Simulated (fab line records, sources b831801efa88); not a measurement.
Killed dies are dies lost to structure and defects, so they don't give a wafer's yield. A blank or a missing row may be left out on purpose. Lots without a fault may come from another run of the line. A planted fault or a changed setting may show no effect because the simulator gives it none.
fab line records | flow gf180mcu
record lots=6 wafers=18 last_day=33
route steps=602 shown STI@1
lots that met no fault: from a run of the same line without faults
start_h: hours from the record's first day to the start of the lot's first wafer shown | wait_h: hours since the lot's step before | " the same as in the row above | L1.1+2: a row that stands for several wafers | - no value, or no start given | * or withheld: withheld | < > ~ a bound
route shown NAME@n: a module of which the file shows steps, and the number in the route of the first | usual: mean/standard deviation of fault-free wafers | same: alike in all rows | chamber/n: place in a boat | sites: the reading at each site | _std_site: their standard deviation | _edge_site: outer sites' mean less inner sites' | radius_mm: how far each site lies from the wafer's centre | mask NAME#n: copy n | behind: the tool/chamber that last shaped the wafer | hold: why the lot was held/for how many hours/how that ended | device: the transistor (n, p or np) that didn't switch | end of line: the same wafers' tests at the end of the route | a step without rows: its recipe alone | killed: dies lost to structure and defects at the first sort, not the wafer's yield | map: a wafer's dies, x killed, . not, _ none there
set.NAME: the setting as run; set.NAME@STEP: as run at that earlier step | model.NAME: the simulator's own value behind a step, which no gauge read
lots at some steps of the route; a table a step, a row a wafer
## steps
# step GF_STI_BOW_MEAS_00
# recipe mode=bow
# usual INCOMING_BOW=0/7
# columns lot.wafer tool chamber start_h wait_h INCOMING_BOW[um]
L818.1 film_metro-02 - 35.00 - 0
L818.3 " - " " -13
L818.5 " - " " -12
L819.2 film_metro-01 - 40.02 - -6
L819.4 " - " " 3
L819.6 " - " " -14
L826.2 film_metro-01 - 75.02 - 2
L826.3 " - " " 7
L826.5 " - " " -1
L827.1 film_metro-03 - 80.00 - -2
L827.3 " - " " 7
L827.5 " - " " 2
L830.4 film_metro-02 - 95.06 - -2
L830.5 " - " " 11
L830.6 " - " " 13
L833.1 film_metro-02 - 110.00 - -7
L833.2 " - " " 14
L833.3 " - " " -2
# step GF_STI_OXIDATION_01
# recipe temp_c=900 ambient=O2 stabilise_s=600 purge_s=300 target_thk_a=100 ox_time_s=1418
# step GF_STI_THK_MEAS_02
# recipe reads=SiO2_of_STI_OXIDATION_01
# usual STI_OXIDATION_THK=10.18/0.18
# columns lot.wafer tool chamber start_h wait_h STI_OXIDATION_THK[nm]
L818.1 film_metro-02 - 36.51 0.0 10.09
L818.3 " - " " 10.18
L818.5 " - " " 10.26
L819.2 film_metro-01 - 41.52 0.0 10.25
L819.4 " - " " 10.35
L819.6 " - " " 10.26
L826.2 film_metro-02 - 76.52 0.0 10.31
L826.3 " - " " 10.43
L826.5 " - " " 10.42
L827.1 film_metro-02 - 81.73 0.0 10.24
L827.3 " - " " 10.14
L827.5 " - " " 10.18
L830.4 film_metro-03 - 96.54 0.0 10.20
L830.5 " - " " 10.26
L830.6 " - " " 10.02
L833.1 film_metro-02 - 111.51 0.0 9.90
L833.2 " - " " 10.05
L833.3 " - " " 10.08
# step GF_STI_CVD_03
# recipe material=Si3N4 precursor=DCS/NH3 target_thk_nm=207.16 temp_c=770 time_s=3551 pressure_mtorr=250
# step GF_STI_THK_MEAS_04
# recipe reads=Si3N4_of_STI_CVD_03
# usual STI_CVD_03_THK=207.4/1.9
# columns lot.wafer tool chamber start_h wait_h STI_CVD_03_THK[nm]
L818.1 film_metro-01 - 38.82 0.0 205.7
L818.3 " - " " 206.6
L818.5 " - " " 205.9
L819.2 film_metro-02 - 44.56 0.0 204.1
L819.4 " - " " 203.2
L819.6 " - " " 204.1
L826.2 film_metro-01 - 78.57 0.0 207.3
L826.3 " - " " 207.4
L826.5 " - " " 207.2
L827.1 film_metro-02 - 83.77 0.0 211.0
L827.3 " - " " 208.8
L827.5 " - " " 209.6
L830.4 film_metro-02 - 98.68 0.0 205.3
L830.5 " - " " 205.4
L830.6 " - " " 205.0
L833.1 film_metro-02 - 114.55 0.0 207.8
L833.2 " - " " 207.8
L833.3 " - " " 208.2
# step GF_STI_DEHYDRATE_05
# recipe temp_c=200 time_s=60
# step GF_STI_HMDS_06
# recipe prime_time_s=60 prime_temp_c=120
# step GF_STI_COAT_07
# recipe resist=KrF spin_rpm=withheld resist_thk_nm=700
# step GF_STI_SOFTBAKE_08
# recipe temp_c=130 time_s=60 resist=KrF
# step GF_STI_EXPOSE_09
# recipe mask_id=COMP target_cd_nm=220 na=0.68 source_shape=conventional sigma_outer=0.6 dose_mj=28
# step GF_STI_PEB_10
# recipe peb_temp_c=135 peb_time_s=90 resist=KrF
# step GF_STI_DEVELOP_11
# recipe develop_time_s=60 dev_temp_c=21
# usual chill_plate_temp_C=23.02/0.11 develop_time_s=60/0
# columns lot.wafer tool chamber start_h wait_h chill_plate_temp_C develop_time_s model.KrF_of_STI_COAT_07.thk_nm
L818.1 litho_track-04 - 51.19 0.2 - - 699.8
L818.3 " - " " - - 698.9
L818.5 " - " " - - 699.1
L819.2 litho_track-04 - 56.71 0.2 - - 700.5
L819.4 " - " " - - 700.8
L819.6 " - " " - - 703
L826.2 litho_track-02 0 91.97 0.2 22.98 60 688
L826.3 " 0 " " 22.99 60 685.4
L826.5 " 0 " " 22.96 60 685
L827.1 litho_track-04 0 97.08 0.2 22.81 60 683
L827.3 " 0 " " 22.93 60 684.1
L827.5 " 0 " " 22.79 60 684.5
L830.4 litho_track-04 0 111.86 0.1 23.16 60 682.3
L830.5 " 0 " " 23.08 60 681.5
L830.6 " 0 " " 23.01 60 679.9
L833.1 litho_track-02 0 128.39 0.2 23.14 60 685.5
L833.2 " 0 " " 23.09 60 685.7
L833.3 " 0 " " 22.84 60 686.2
# step GF_STI_CD_MEAS_12
# recipe target_cd_nm=220
# usual cd_nm=219.8/1.3
# columns lot.wafer tool chamber start_h wait_h cd_nm
L818.1 cd_sem-02 - 51.34 0.1 -
L818.3 " - " " -
L818.5 " - " " -
L819.2 cd_sem-01 - 56.85 0.1 -
L819.4 " - " " -
L819.6 " - " " -
L826.2 cd_sem-01 - 92.12 0.1 220.7
L826.3 " - " " 221.2
L826.5 " - " " 220.4
L827.1 cd_sem-01 - 97.23 0.1 216.5
L827.3 " - " " 216.5
L827.5 " - " " 216.9
L830.4 cd_sem-01 - 112.00 0.1 219.6
L830.5 " - " " 218.9
L830.6 " - " " 218.5
L833.1 cd_sem-01 - 128.57 0.2 219.6
L833.2 " - " " 219.9
L833.3 " - " " 219.5
## key
first_sign step=GF_STI_DEVELOP_11 reading=tool_record direction=missing
effect none on later readings
model_effect step=GF_STI_DEVELOP_11 value=KrF_of_STI_COAT_07.thk_nm without=685.4 struck=700.3
met_at GF_STI_DEVELOP_11
struck_wafers L818.1,L818.3,L818.5,L819.2,L819.4,L819.6
later_rows_left_out L818.1,L818.3,L818.5,L819.2,L819.4,L819.6
sort_left_out L818.1,L818.3,L818.5,L819.2,L819.4,L819.6
tester_left_out L818,L819
fault kind=skipped_step_whole tool=litho_track-04 chamber=- onset_h=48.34 steps=GF_STI_DEVELOP_11 scope=struck_lots_only
# tester_left_out: of these lots the tester's yield and bins aren't shown, on N5 and GAA mostly nor the transistor test; their killed dies are dies lost to structure and defects alone, not to doping, threshold or leakage, so they don't give the yield
# sort_left_out: the simulated sort isn't trusted on such a fault, so these wafers' sort isn't shown, and their yield isn't known
# later_rows_left_out: the simulator's readings of these wafers behind a module that went badly wrong aren't trusted and aren't shown, but for the sort
